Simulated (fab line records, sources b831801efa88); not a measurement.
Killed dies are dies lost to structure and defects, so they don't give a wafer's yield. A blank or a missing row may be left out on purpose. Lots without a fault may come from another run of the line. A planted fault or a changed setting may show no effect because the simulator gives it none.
A struck lot beside a sound one | flow sky130 | 43 steps out of a route of 708
Sound: wafers L123.1, L123.2, L123.5. Struck: wafers L115.1, L115.2, L115.3. The cause comes at the end.
At each step with rows: each side's tool, then ch and its chambers, then its first start. Under that, the readings that differ: sound wafers | struck wafers | difference of the means | sigmas: that difference in standard deviations of wafers without a fault.
alike: readings whose means differ by less than 2 such deviations, and words and numbers that are the same on both sides. not compared: withheld readings, readings that some wafer has no value for, bounds like >300 that may hide the same value, and numbers for which the record gives no deviation and whose values overlap.
The two part at a step that has a row with sigmas, a row that says differs or no value, or rows on one side only. Numbers that don't overlap but have no deviation are shown without sigmas and don't part them. A reading that every wafer of one side lacks parts them only if that side has two wafers or more.

first, 3 steps without rows for these wafers: SKY_FIELD_ISO_WET_ETCH_30 (etches SiO2 in dHF, target depth 25 nm, time 50 s); SKY_NWELL_CLEAN_00 (cleans in SC1/SC2, time 150 s); SKY_NWELL_OXIDATION_01 (stabilise 600 s, purge 300 s, target thk 10 nm).
SKY_NWELL_THK_MEAS_02:
  sound on film_metro-04, day 5 14:50; struck on film_metro-01, day 3 23:29
  alike: NWELL_OXIDATION_THK
then, 8 steps without rows for these wafers: SKY_DNWELL_DEHYDRATE_00 (time 60 s); SKY_DNWELL_HMDS_01 (prime time 60 s); SKY_DNWELL_COAT_02 (resist thk 3000 nm); SKY_DNWELL_SOFTBAKE_03; SKY_DNWELL_EXPOSE_04 (exposes mask DNM, target cd 3000 nm); SKY_DNWELL_PEB_05; SKY_DNWELL_DEVELOP_06 (develop time 60 s); SKY_DNWELL_IMPLANT_07.
SKY_DNWELL_STRIP_08: strips in O2/N2.
  sound on plasma_asher-04 ch 0,1, day 6 08:51; struck on plasma_asher-03 ch 0,1, day 4 15:31
  alike: drypump_motor_current_A, o2_flow_sccm, oes_product_au, strip_time_to_endpoint_s
  not compared: rf_hours_counter_h
SKY_DNWELL_TW_MEAS_09:
  sound on film_metro-03, day 6 08:57; struck on film_metro-04, day 4 15:37
  reading   | sound          | struck         | difference | sigmas
  DNWELL_TW | 1104 1104 1102 | 1123 1126 1128 | +22        | +2
then, 7 steps without rows for these wafers: SKY_PWDE_DEHYDRATE_00 (time 60 s); SKY_PWDE_HMDS_01 (prime time 60 s); SKY_PWDE_COAT_02 (resist thk 3000 nm); SKY_PWDE_SOFTBAKE_03; SKY_PWDE_EXPOSE_04 (exposes mask PWDEM, target cd 840 nm); SKY_PWDE_PEB_05; SKY_PWDE_DEVELOP_06 (develop time 60 s).
SKY_PWDE_OVL_MEAS_07:
  sound on overlay-02, day 7 04:36; struck on overlay-01, day 5 09:11
  alike: PWDE_OVL
then, 1 step without rows for these wafers: SKY_PWDE_IMPLANT_08.
SKY_PWDE_STRIP_09: strips in O2/N2.
  sound on plasma_asher-04 ch 0,1, day 7 04:47; struck on plasma_asher-04 ch 0,1, day 5 09:22
  alike: drypump_motor_current_A, o2_flow_sccm, oes_product_au, strip_time_to_endpoint_s
  not compared: rf_hours_counter_h
SKY_PWDE_TW_MEAS_10:
  sound on film_metro-04, day 7 04:53; struck on film_metro-01, day 5 09:28
  alike: PWDE_TW
then, 7 steps without rows for these wafers: SKY_NWELL_DEHYDRATE_03 (time 60 s); SKY_NWELL_HMDS_04 (prime time 60 s); SKY_NWELL_COAT_05 (resist thk 3000 nm); SKY_NWELL_SOFTBAKE_06; SKY_NWELL_EXPOSE_07 (exposes mask NWM, target cd 840 nm); SKY_NWELL_PEB_08; SKY_NWELL_DEVELOP_09 (develop time 60 s).
SKY_NWELL_OVL_MEAS_10:
  sound on overlay-01, day 8 00:29; struck on overlay-02, day 6 02:46
  alike: NWELL_00_OVL
then, 3 steps without rows for these wafers: SKY_NWELL_IMPLANT_11; SKY_NWELL_IMPLANT_12; SKY_NWELL_IMPLANT_13.
SKY_NWELL_STRIP_14: strips in O2/N2.
  sound on plasma_asher-02 ch 0,1, day 8 00:58; struck on plasma_asher-01 ch 0,1, day 6 03:15
  alike: drypump_motor_current_A, o2_flow_sccm, oes_product_au, strip_time_to_endpoint_s
  not compared: rf_hours_counter_h
SKY_NWELL_TW_MEAS_15:
  sound on film_metro-01, day 8 01:04; struck on film_metro-03, day 6 03:21
  alike: NWELL_TW
then, 4 steps without rows for these wafers: SKY_NWELL_DEHYDRATE_16 (time 60 s); SKY_NWELL_HMDS_17 (prime time 60 s); SKY_NWELL_COAT_18 (resist thk 3000 nm); SKY_NWELL_SOFTBAKE_19.
-- the record jumps here: 42 days lie between the struck wafers' starts before and after (it left off in module NWELL and takes up again in module PAD_OPEN, whose first step shown is number 708 of the route) --
SKY_PAD_OPEN_PROBE_99:
  the record has rows for the struck wafers here (prober-01, day 47 16:35) and none for the sound ones

WHERE THEY PART
First at SKY_DNWELL_TW_MEAS_09; last, within this record, at SKY_PAD_OPEN_PROBE_99.

WHY: what the simulator had put in
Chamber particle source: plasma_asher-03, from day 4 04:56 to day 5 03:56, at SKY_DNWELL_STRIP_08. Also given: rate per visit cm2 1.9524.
